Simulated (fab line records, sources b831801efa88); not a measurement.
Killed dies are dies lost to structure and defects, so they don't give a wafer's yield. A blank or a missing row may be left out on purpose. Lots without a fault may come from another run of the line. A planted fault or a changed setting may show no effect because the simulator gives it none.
Chamber matching | flow gf180mcu | GF_STI_ETCH_14 on rie_si-02: 4 sister chambers
The step etches Si in HBr/Cl2/O2, target depth 360 nm, time 102.9 s. 8 wafers are shown with their chamber, then 7 later ones without.

WAFERS WITH THEIR CHAMBER
wafer  | chamber | drypump_motor_current_A (A) | throttle_valve_pct (%)
L771.5 | 3       | 5.6                         | 25.651
L773.2 | 0       | 5.2                         | 25.669
L774.1 | 0       | 5.2                         | 25.671
L778.2 | 1       | 5.6                         | 25.685
L778.3 | 2       | 6.6                         | 25.662
L778.6 | 3       | 5.7                         | 25.657
L779.1 | 1       | 5.6                         | 25.667
L779.5 | 2       | 6.6                         | 25.660

WAFERS WITHOUT THEIR CHAMBER
wafer  | drypump_motor_current_A (A) | throttle_valve_pct (%)
L779.6 | 5.6                         | 25.668
L791.1 | 5.6                         | 25.684
L791.3 | 5.6                         | 25.663
L791.4 | 5.2                         | 25.671
L792.3 | 5.7                         | 25.648
L792.5 | 5.6                         | 25.654
L792.6 | 5.2                         | 25.680

WHICH CHAMBER EACH WENT THROUGH
wafer  | from the rows above     | in truth
L779.6 | can't be placed: 1 or 3 | 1
L791.1 | 1                       | 1
L791.3 | can't be placed: 1 or 3 | 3
L791.4 | 0                       | 0
L792.3 | 3                       | 3
L792.5 | can't be placed: 3 or 1 | 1
L792.6 | 0                       | 0
Placed correctly: 4 of 7. Can't be placed from these rows: 3 (the true chamber is among the candidates in 3). Placed wrongly: 0.
How it was worked out, from the rows above alone: a wafer's distance from a chamber is the root of the sum, over the readings, of the square of ((its reading less the chamber's mean) divided by the reading's scatter). The wafer belongs to the nearest chamber; if the next one is less than 2 further off, it can't be placed. A chamber's mean is the mean of its shown wafers. The scatter: the root of (the sum of the squares of (reading less its chamber's mean) over the shown wafers, divided by (wafers less chambers)).
